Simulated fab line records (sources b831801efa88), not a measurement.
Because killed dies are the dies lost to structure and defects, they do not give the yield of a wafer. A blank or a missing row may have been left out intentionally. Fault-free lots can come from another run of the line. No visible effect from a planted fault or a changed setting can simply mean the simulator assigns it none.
One fault through the eyes of 2 desks -- flow sky130 -- each desk holds nothing but its own numbers, with what lay behind them at the end

DESK OF THE TOOL OWNER: pvd-sputter-04
At SKY_VIA2_SPUTTER_20 (material TiN, target thk 20 nm, time 80 s) the tool's own readings: per lot run on this tool, the mean of the sampled wafers that have a number. If a lot's mean is further than 4 standard deviations from the usual mean, the lot is out of limits and carries the mark OUT (the distance appears in the brackets).
Columns: A = cathode-dc-power-W at SKY_VIA2_SPUTTER_20, usual 4000.0 W; B = chamber-pressure-pa at SKY_VIA2_SPUTTER_20, usual 5.001 Pa; C = throttle-valve-pct at SKY_VIA2_SPUTTER_20, usual 29.7 %
lot,first seen here,A,B,C
L426,day 36 23:20,3999.5,5.011,29.9
L437,day 40 11:59,3999.7,5.003,30.1
L444,day 42 16:58,4000.0,5.009,29.3
L445,day 42 20:39,4000.4,4.993,29.4
This desk found nothing out of limits on any of the 4 lots.

THE METROLOGY DESK
What the gauges read for every lot (on any tool): the sampled wafers with a number, averaged. If a lot's mean is further than 4 standard deviations from the usual mean, the lot is out of limits and carries the mark OUT (the distance appears in the brackets).
Columns: A = cd-nm at SKY_VIA2_CD_MEAS_12, usual 200.1 nm; B = VIA2_OVL at SKY_VIA2_OVL_MEAS_13, usual 2 nm
lot,first seen here,A,B
L426,day 36 22:29,200.9,-7
L428,day 37 14:25,200.5,-5
L429,day 37 18:14,199.6,3
L431,day 38 12:07,200.7,-1
L434,day 39 12:41,199.9,-1
L435,day 40 04:34,201.4,-3
L436,day 40 07:11,202.2,-0
L437,day 40 11:07,199.6,0
L444,day 42 15:59,200.7,11
L445,day 42 19:46,201.0,8
L446,day 42 22:02,200.2,4
L447,day 43 02:29,198.2,-0
This desk found nothing out of limits on any of the 12 lots.

BROUGHT TOGETHER
Nothing out of limits was seen by the tool owner's desk.
From the metrology desk's view, nothing was out of limits.

WHAT THE SIMULATOR HAD PUT IN
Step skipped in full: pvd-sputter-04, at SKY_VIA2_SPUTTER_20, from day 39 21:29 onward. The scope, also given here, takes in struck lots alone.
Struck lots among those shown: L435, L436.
